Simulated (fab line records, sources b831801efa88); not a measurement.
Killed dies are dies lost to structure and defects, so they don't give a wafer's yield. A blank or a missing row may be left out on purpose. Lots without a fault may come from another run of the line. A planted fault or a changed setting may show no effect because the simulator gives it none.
Chamber matching | flow gf180mcu | GF_STI_ETCH_13 on rie_diel-03: 4 sister chambers
The step etches the open film in CHF3/O2, stops on Si, target depth 282.31 nm, time 112.9 s. 4 wafers are shown with their chamber, then 9 later ones without.

WAFERS WITH THEIR CHAMBER
wafer  | chamber | drypump_motor_current_A (A)
L580.2 | 2       | 5.9
L581.1 | 3       | 6.3
L581.2 | 0       | 6.1
L581.3 | 1       | 5.7

WAFERS WITHOUT THEIR CHAMBER
wafer  | drypump_motor_current_A (A)
L582.1 | 5.9
L582.3 | 5.7
L582.5 | 6.3
L583.1 | 6.4
L583.2 | 5.7
L583.5 | 5.7
L584.1 | 5.9
L584.3 | 6.3
L584.6 | 5.9

WHICH CHAMBER EACH WENT THROUGH
wafer  | from the rows above | in truth
L582.1 | 2                   | 2
L582.3 | 1                   | 1
L582.5 | 3                   | 3
L583.1 | 3                   | 3
L583.2 | 1                   | 1
L583.5 | 1                   | 1
L584.1 | 2                   | 2
L584.3 | 3                   | 3
L584.6 | 2                   | 2
Placed correctly: 9 of 9. Can't be placed from these rows: 0. Placed wrongly: 0.
How it was worked out, from the rows above alone: a wafer's distance from a chamber is the root of the sum, over the readings, of the square of ((its reading less the chamber's mean) divided by the reading's scatter). The wafer belongs to the nearest chamber; if the next one is less than 2 further off, it can't be placed. A chamber's mean is the mean of its shown wafers. The scatter: with one shown wafer a chamber, the root of the mean of the squares of how far each hidden wafer lies from its nearest shown one.
